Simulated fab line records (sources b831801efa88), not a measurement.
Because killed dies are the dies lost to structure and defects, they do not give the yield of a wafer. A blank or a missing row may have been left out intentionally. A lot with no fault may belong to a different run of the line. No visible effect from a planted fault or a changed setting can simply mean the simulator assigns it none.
Which tool is to blame?    flow sky130    12 lots, 36 wafers sampled, at 5 steps of a route of 708

## WHAT THE GAUGES READ, wafer by wafer
SKY_NWELL_RS_MEAS_31: measurement is done with a four-point probe. Usual: PWDE_RS typically reads 5282 ohm/sq, with standard deviation 19.
lot   measured      on             PWDE_RS (ohm/sq)  flag
L984  day 6 16:23   film metro-04  5306 5324 5324    
L985  day 6 21:23   film metro-04  5296 5287 5291    
L986  day 7 04:29   film metro-04  5256 5250 5256    
L989  day 7 21:30   film metro-03  5253 5259 5254    
L991  day 8 09:51   film metro-02  5307 5289 5299    
L992  day 8 14:05   film metro-04  5313 5292 5274    
L993  day 8 21:06   film metro-03  5297 5284 5289    
L994  day 9 05:02   film metro-04  5277 5265 5264    
L995  day 9 16:04   film metro-03  5293 5261 5272    
L996  day 9 21:00   film metro-02  5311 5307 5296    
L997  day 10 00:21  film metro-02  5245 5241 5250    
L102  day 11 05:40  film metro-03  5282 5267 5276    

SKY_VT_ADJUST_HVTP_OVL_MEAS_08. Usual: VT_ADJUST_HVTP_OVL typically reads -1.0 nm, with standard deviation 1.5.
lot   measured      on          VT_ADJUST_HVTP_OVL (nm)  flag
L984  day 7 12:20   overlay-02  -0.2 -0.5 0.2            
L985  day 7 16:53   overlay-01  -4.4 -3.7 -3.3           
L986  day 8 00:42   overlay-02  1.8 0.8 1.3              
L989  day 8 18:52   overlay-02  -0.7 -2.3 -2.3           
L991  day 9 06:55   overlay-01  -0.4 -0.6 0.1            
L992  day 9 11:07   overlay-02  -2.2 -1.3 -0.7           
L993  day 9 19:02   overlay-02  -1.5 -1.6 -2.4           
L994  day 10 02:08  overlay-02  -3.8 -4.2 -3.7           
L995  day 10 15:11  overlay-02  0.3 0.5 0.8              
L996  day 10 19:59  overlay-01  -2.2 -1.8 -1.2           
L997  day 10 23:13  overlay-02  -0.7 0.7 0.7             
L102  day 12 05:16  overlay-01  -2.5 0.9 -1.2            

SKY_SONOS_ONO_CD_MEAS_13: the cd target is 410 nm. Usual: cd nm at 410.0 nm, with a standard deviation of 2.8.
lot   measured      on         cd nm (nm)         flag
L984  day 14 11:40  cd sem-01  410.6 409.7 409.5  
L985  day 14 16:38  cd sem-02  412.0 411.0 408.2  
L986  day 15 05:45  cd sem-01  410.0 409.0 409.1  
L989  day 16 05:22  cd sem-01  409.9 409.6 410.2  
L991  day 16 20:54  cd sem-01  409.9 408.8 411.3  
L992  day 17 05:42  cd sem-02  413.9 414.8 416.3  
L993  day 17 10:24  cd sem-02  406.2 406.5 408.5  
L994  day 17 17:39  cd sem-01  411.2 408.9 409.1  
L995  day 18 09:43  cd sem-01  413.6 414.6 413.8  
L996  day 18 19:02  cd sem-02  411.2 409.1 411.9  
L997  day 18 20:52  cd sem-02  412.6 414.1 413.8  
L102  day 20 16:33  cd sem-01  411.5 413.8 412.3  

SKY_GATE_OXIDE_TW_MEAS_14. Usual: GATE_OXIDE_TW typically reads 222.8, with standard deviation 2.4.
lot   measured      on             GATE_OXIDE_TW                        flag
L984  day 15 22:13  film metro-04  221.8 222.4 223.1                    
L985  day 15 21:53  film metro-03  222.0 221.5 221.4                    
L986  day 16 12:22  film metro-04  223.3 223.1 224.0                    
L989  day 17 12:39  film metro-02  226.6 224.8 225.8                    
L991  day 18 03:26  film metro-02  224.0 224.3 223.9                    
L992  day 18 13:08  film metro-03  218.7 220.1 220.2                    
L993  day 18 19:20  film metro-03  314.1 314.3 315.0 314.0 314.3 313.6  OFF
L994  day 19 03:00  film metro-02  224.8 226.9 225.4                    
L995  day 19 18:12  film metro-02  324.5 323.4 323.9 324.5 322.9 323.3  OFF
L996  day 20 09:05  film metro-04  223.0 224.5 222.3                    
L997  day 20 09:23  film metro-04  223.9 223.1 222.9                    
L102  day 22 01:11  film metro-04  224.1 222.8 223.4                    

## WHAT TOOL EACH LOT RAN ON (gives the tool, then ch and the chambers of the sampled wafers, and finally the start)
lot   SKY_GATE_OXIDE_IMPLANT_11
L984  implanter-03 ch 0, day 15 21:55
L985  implanter-01 ch 0, day 15 21:32
L986  implanter-04 ch 0, day 16 11:59
L989  implanter-03 ch 0, day 17 12:19
L991  implanter-01 ch 0, day 18 03:05
L992  implanter-01 ch 0, day 18 12:47
L993  implanter-01 ch 0, day 18 18:59
L994  implanter-03 ch 0, day 19 02:39
L995  implanter-01 ch 0, day 19 17:52
L996  implanter-03 ch 0, day 20 08:44
L997  implanter-03 ch 0, day 20 09:04
L102  implanter-03 ch 0, day 22 00:52
- SKY_GATE_OXIDE_IMPLANT_11

## AS READ BY THE TOOLS THEMSELVES (means over the sampled wafers that have a number; for cases with no such wafer, the mark the record gives instead)
SKY_GATE_OXIDE_IMPLANT_11. Usual: dose ions cm2 2.6e+12, standard deviation 3.3e+09; end station pressure torr 5.04e-06 Torr, standard deviation 2.7e-07; faraday current uA 14.7, standard deviation 0.32.
lot   tool          dose ions cm2  end station pressure torr (Torr)  faraday current uA  flag
L984  implanter-03  2.6e+12        5.10e-06                          14.7                
L985  implanter-01  2.6e+12        4.90e-06                          14.4                
L986  implanter-04  2.6e+12        5.00e-06                          14.6                
L989  implanter-03  2.6e+12        5.11e-06                          14.7                
L991  implanter-01  2.6e+12        4.92e-06                          14.6                
L992  implanter-01  2.6e+12        4.96e-06                          14.8                
L993  implanter-01  8.9e+12        5.01e-06                          49.5                OFF
L994  implanter-03  2.6e+12        5.11e-06                          14.9                
L995  implanter-01  8.9e+12        5.11e-06                          49.2                OFF
L996  implanter-03  2.6e+12        4.84e-06                          14.6                
L997  implanter-03  2.6e+12        5.19e-06                          14.8                
L102  implanter-03  2.6e+12        4.88e-06                          15.1                

## THE ANSWER, worked out from the rows above alone
Rule: take the mean of a lot's wafers that have a number; if it is more than 3 standard deviations from the usual mean, the lot is off. Also off: a lot with no number at a reading for which 4 or more lots have one. Any other lot the step has rows for is counted as sound. The gauges are gone through in route order, then the tools' own readings, and for those a lot's mean is taken as printed above. The first step at which some lot is off is used, and at that step the reading that is off furthest; a lot without a number counts as furthest.
Off: L993, L995, seen at SKY_GATE_OXIDE_TW_MEAS_14 (GATE_OXIDE_TW).
If a tool, at a process step before that reading, ran all the lots that are off and no sound lot after the first of them, it fits. The gauges at SKY_GATE_OXIDE_TW_MEAS_14 aren't tried: what is off there is off at SKY_GATE_OXIDE_IMPLANT_11 too, on other tools, and a gauge's error can't cause that. One candidate fits, namely implanter-01 at SKY_GATE_OXIDE_IMPLANT_11. Its last sound lot is L992 (day 18 12:47), its first lot that is off L993 (day 18 18:59): a fault that began between those two fits.
The tool's own readings at SKY_GATE_OXIDE_IMPLANT_11 bear it out: on the lots that are off they differ by more than 5 times the standard deviation of the sound lots' means. dose ions cm2 reads 8.9e+12 there against 2.6e+12 on the sound lots; faraday current uA reads 49.4 there against 14.7 on the sound lots.

## WHAT THE SIMULATOR HAD INSERTED
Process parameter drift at SKY_GATE_OXIDE_IMPLANT_11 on implanter-01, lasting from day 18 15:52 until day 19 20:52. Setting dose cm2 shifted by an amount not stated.
Shown lots that were struck: L993, L995. The same result came from the rule above.
